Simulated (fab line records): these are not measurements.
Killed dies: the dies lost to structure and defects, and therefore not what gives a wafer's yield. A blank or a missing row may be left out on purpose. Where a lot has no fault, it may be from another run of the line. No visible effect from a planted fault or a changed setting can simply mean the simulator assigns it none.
Which tool was responsible?    flow gf180mcu    72 wafers from 24 lots sampled at 4 of the route's 602 steps

WHAT EACH GAUGE READ, for each wafer
GF_V3_CD_MEAS_14: the cd target is 260 nm. Usual: cd nm 260.1 nm, standard deviation 1.2.
lot   measured      on         cd nm (nm)         flag
L074  day 21 22:35  cd sem-02  259.2 258.0 258.1  
L075  day 22 07:22  cd sem-01  261.1 261.9 261.9  
L076  day 22 18:36  cd sem-01  259.4 260.0 258.7  
L077  day 23 06:43  cd sem-02  260.4 260.3 260.6  
L078  day 23 17:26  cd sem-01  262.1 262.4 261.4  
L079  day 23 21:10  cd sem-01  260.6 260.3 260.9  
L080  day 24 09:34  cd sem-01  257.8 260.2 258.0  
L082  day 24 23:44  cd sem-02  260.2 260.5 260.9  
L081  day 25 05:38  cd sem-02  261.4 261.6 261.0  
L083  day 25 12:40  cd sem-02  261.4 261.0 261.4  
L084  day 26 14:31  cd sem-01  259.4 259.6 258.7  
L085  day 26 22:49  cd sem-02  261.0 261.0 261.7  
L086  day 27 04:20  cd sem-01  260.1 259.9 261.6  
L087  day 27 01:40  cd sem-02  259.9 258.3 259.7  
L088  day 28 00:28  cd sem-02  259.7 259.5 258.8  
L089  day 27 19:10  cd sem-01  258.6 258.9 258.1  
L090  day 28 08:16  cd sem-02  260.9 261.2 261.1  
L091  day 28 06:15  cd sem-01  259.8 260.6 260.7  
L092  day 28 10:47  cd sem-01  259.0 260.3 260.2  
L094  day 28 16:17  cd sem-01  258.8 257.8 257.8  
L093  day 28 22:10  cd sem-02  259.6 259.0 259.6  
L095  day 29 05:37  cd sem-01  259.6 259.9 259.5  
L096  day 29 10:32  cd sem-01  259.9 259.2 258.5  
L097  day 29 16:01  cd sem-02  261.6 260.2 260.2  

EACH LOT AND THE TOOL THAT RAN IT (in order: tool; ch and the chambers of the sampled wafers; start)
lot   GF_STI_CMP_25                 GF_M3_SPUTTER_00              GF_M3_METAL_ETCH_16
L074  cmp-02 ch 0,1,3, day 2 02:50  pvd sputter-01, day 19 20:25  rie metal-03 ch 1, day 20 21:13
L075  cmp-02 ch 2,3, day 2 09:00    pvd sputter-02, day 20 07:10  rie metal-03 ch 1, day 21 06:46
L076  cmp-02 ch 2,3, day 2 13:43    pvd sputter-04, day 20 18:11  rie metal-01 ch 0,1, day 21 18:11
L077  cmp-01 ch 0,2,3, day 2 19:06  pvd sputter-02, day 21 06:16  rie metal-01 ch 0,1, day 22 06:14
L078  cmp-01 ch 0,2,3, day 3 01:36  pvd sputter-01, day 21 17:00  rie metal-04 ch 1, day 22 16:46
L079  cmp-02 ch 0,2,3, day 3 05:20  pvd sputter-02, day 21 20:57  rie metal-04 ch 1, day 22 21:01
L080  cmp-02 ch 0,2,3, day 3 10:17  pvd sputter-04, day 22 09:16  rie metal-01 ch 1, day 23 09:10
L082  cmp-01 ch 0,1,2, day 3 21:32  pvd sputter-04, day 23 01:46  rie metal-01 ch 0,1, day 24 00:49
L081  cmp-02 ch 0,1, day 3 21:41    pvd sputter-01, day 23 07:29  rie metal-01 ch 0,1, day 24 06:07
L083  cmp-01 ch 0,1,3, day 4 02:46  pvd sputter-02, day 23 14:58  rie metal-04 ch 1, day 24 13:40
L084  cmp-01 ch 1,2,3, day 4 08:11  pvd sputter-01, day 24 17:59  rie metal-03 ch 0,1, day 25 16:10
L085  cmp-02 ch 2,3, day 5 01:33    pvd sputter-04, day 25 02:43  rie metal-04 ch 0,1, day 26 00:19
L086  cmp-01 ch 0,1,3, day 5 01:39  pvd sputter-01, day 25 08:45  rie metal-04 ch 0,1, day 26 06:52
L087  cmp-02 ch 0,3, day 5 01:48    pvd sputter-04, day 25 06:20  rie metal-01 ch 1, day 26 03:16
L088  cmp-01 ch 0,1,3, day 5 16:57  pvd sputter-01, day 26 06:32  rie metal-04 ch 0,1, day 27 03:28
L089  cmp-02 ch 2,3, day 5 17:01    pvd sputter-04, day 26 00:35  rie metal-01 ch 1, day 26 22:10
L090  cmp-01 ch 1,2,3, day 5 21:04  pvd sputter-01, day 26 13:31  rie metal-04 ch 0,1, day 27 10:31
L091  cmp-02 ch 1,2,3, day 5 21:10  pvd sputter-01, day 26 11:48  rie metal-03 ch 0,1, day 27 08:55
L092  cmp-02 ch 0,1,3, day 6 02:38  pvd sputter-02, day 26 16:44  rie metal-01 ch 0, day 27 13:05
L094  cmp-01 ch 2,3, day 6 10:07    pvd sputter-01, day 26 23:56  rie metal-03 ch 0,1, day 27 19:58
L093  cmp-01 ch 0,1,2, day 6 11:16  pvd sputter-02, day 27 06:25  rie metal-04 ch 0,1, day 28 02:22
L095  cmp-01 ch 0,1,3, day 6 18:16  pvd sputter-02, day 27 13:11  rie metal-03 ch 1, day 28 09:22
L096  cmp-02 ch 0,3, day 6 19:47    pvd sputter-04, day 27 18:18  rie metal-03 ch 1, day 28 14:46
L097  cmp-01 ch 0,3, day 7 01:01    pvd sputter-02, day 27 23:43  rie metal-03 ch 1, day 28 19:33
- GF_STI_CMP_25: polishes, stops on Si3N4, t overpolish 33 s, target thk 524.6 nm.
- GF_M3_SPUTTER_00: material Ti, target thk 37.5 nm, time 150 s.
- GF_M3_METAL_ETCH_16: etches the open film in Cl2/BCl3, stops on SiO2, target depth 750.8 nm, time 125.1 s.

WHAT THE TOOLS THEMSELVES READ (means of the sampled wafers that have a number; where no wafer has one, the mark that the record gives instead)
GF_STI_CMP_25. Usual: motor current A 11.3 A, standard deviation 1.2; overpolish run s 33.000 s, standard deviation 0.0096; time to endpoint s 125 s, standard deviation 4.1.
lot   tool    motor current A (A)  overpolish run s (s)  time to endpoint s (s)  flag
L074  cmp-02  11.8                 32.996                123                     
L075  cmp-02  10.0                 33.003                123                     
L076  cmp-02  11.3                 33.007                130                     
L077  cmp-01  10.8                 32.998                127                     
L078  cmp-01  10.8                 32.994                125                     
L079  cmp-02  11.0                 33.001                129                     
L080  cmp-02  11.0                 32.997                127                     
L082  cmp-01  11.5                 32.996                127                     
L081  cmp-02  12.1                 33.004                121                     
L083  cmp-01  11.5                 32.989                124                     
L084  cmp-01  11.9                 32.993                126                     
L085  cmp-02  10.6                 32.996                131                     
L086  cmp-01  11.9                 33.005                121                     
L087  cmp-02  11.3                 32.993                127                     
L088  cmp-01  11.5                 32.997                122                     
L089  cmp-02  10.3                 32.998                122                     
L090  cmp-01  11.5                 32.997                119                     
L091  cmp-02  11.4                 32.999                127                     
L092  cmp-02  12.0                 33.004                131                     
L094  cmp-01  11.2                 33.003                122                     
L093  cmp-01  11.2                 32.997                124                     
L095  cmp-01  11.4                 32.999                119                     
L096  cmp-02  11.4                 32.999                128                     
L097  cmp-01  10.9                 33.004                122                     

GF_M3_SPUTTER_00. Usual: throttle valve pct 29.9 %, standard deviation 0.83.
lot   tool            throttle valve pct (%)  flag
L074  pvd sputter-01  30.2                    
L075  pvd sputter-02  30.0                    
L076  pvd sputter-04  29.6                    
L077  pvd sputter-02  29.7                    
L078  pvd sputter-01  29.8                    
L079  pvd sputter-02  29.4                    
L080  pvd sputter-04  29.5                    
L082  pvd sputter-04  30.0                    
L081  pvd sputter-01  30.4                    
L083  pvd sputter-02  29.4                    
L084  pvd sputter-01  30.5                    
L085  pvd sputter-04  29.8                    
L086  pvd sputter-01  29.8                    
L087  pvd sputter-04  29.5                    
L088  pvd sputter-01  30.0                    
L089  pvd sputter-04  29.7                    
L090  pvd sputter-01  29.8                    
L091  pvd sputter-01  30.6                    
L092  pvd sputter-02  30.2                    
L094  pvd sputter-01  30.1                    
L093  pvd sputter-02  29.2                    
L095  pvd sputter-02  29.3                    
L096  pvd sputter-04  30.3                    
L097  pvd sputter-02  29.3                    

GF_M3_METAL_ETCH_16. Usual: drypump motor current A 5.7 A, standard deviation 0.39; oes product au 0.989 a.u., standard deviation 0.0058; throttle valve pct 28.230 %, standard deviation 0.0096.
lot   tool          drypump motor current A (A)  oes product au (a.u.)  throttle valve pct (%)  flag
L074  rie metal-03  5.6                          0.997                  28.224                  
L075  rie metal-03  5.7                          0.994                  28.220                  
L076  rie metal-01  6.2                          0.987                  28.236                  
L077  rie metal-01  6.2                          0.985                  28.236                  
L078  rie metal-04  5.4                          0.988                  28.225                  
L079  rie metal-04  5.4                          0.988                  28.238                  
L080  rie metal-01  5.9                          0.995                  28.226                  
L082  rie metal-01  6.0                          0.987                  28.223                  
L081  rie metal-01  6.0                          0.987                  28.227                  
L083  rie metal-04  5.4                          0.988                  28.234                  
L084  rie metal-03  5.2                          0.985                  28.238                  
L085  rie metal-04  5.7                          0.985                  28.224                  
L086  rie metal-04  5.9                          0.982                  28.235                  
L087  rie metal-01  5.9                          0.994                  28.227                  
L088  rie metal-04  5.6                          0.987                  28.235                  
L089  rie metal-01  5.9                          0.993                  28.233                  
L090  rie metal-04  5.7                          0.989                  28.225                  
L091  rie metal-03  5.2                          0.991                  28.225                  
L092  rie metal-01  6.3                          0.983                  28.235                  
L094  rie metal-03  5.4                          0.993                  28.232                  
L093  rie metal-04  5.6                          0.985                  28.234                  
L095  rie metal-03  5.6                          0.991                  28.230                  
L096  rie metal-03  5.7                          0.986                  28.224                  
L097  rie metal-03  5.6                          0.993                  28.231                  

THE ANSWER, worked out from the rows above alone
Rule: a lot counts as off when the mean over its wafers that have a number is more than 3 standard deviations away from the usual mean. Also off: a lot with no number at a reading for which 4 or more lots have one. Where the step has rows for the other lots, those lots are counted as sound. Order of review: gauges by route order, followed by the tools' own readings, for which a lot's mean as printed above is used. The first step at which some lot is off is used, and at that step the reading that is off furthest; a lot without a number counts as furthest.
No lot is off on any of the readings shown, so nothing can be concluded from this.

WHAT THE SIMULATOR PUT IN
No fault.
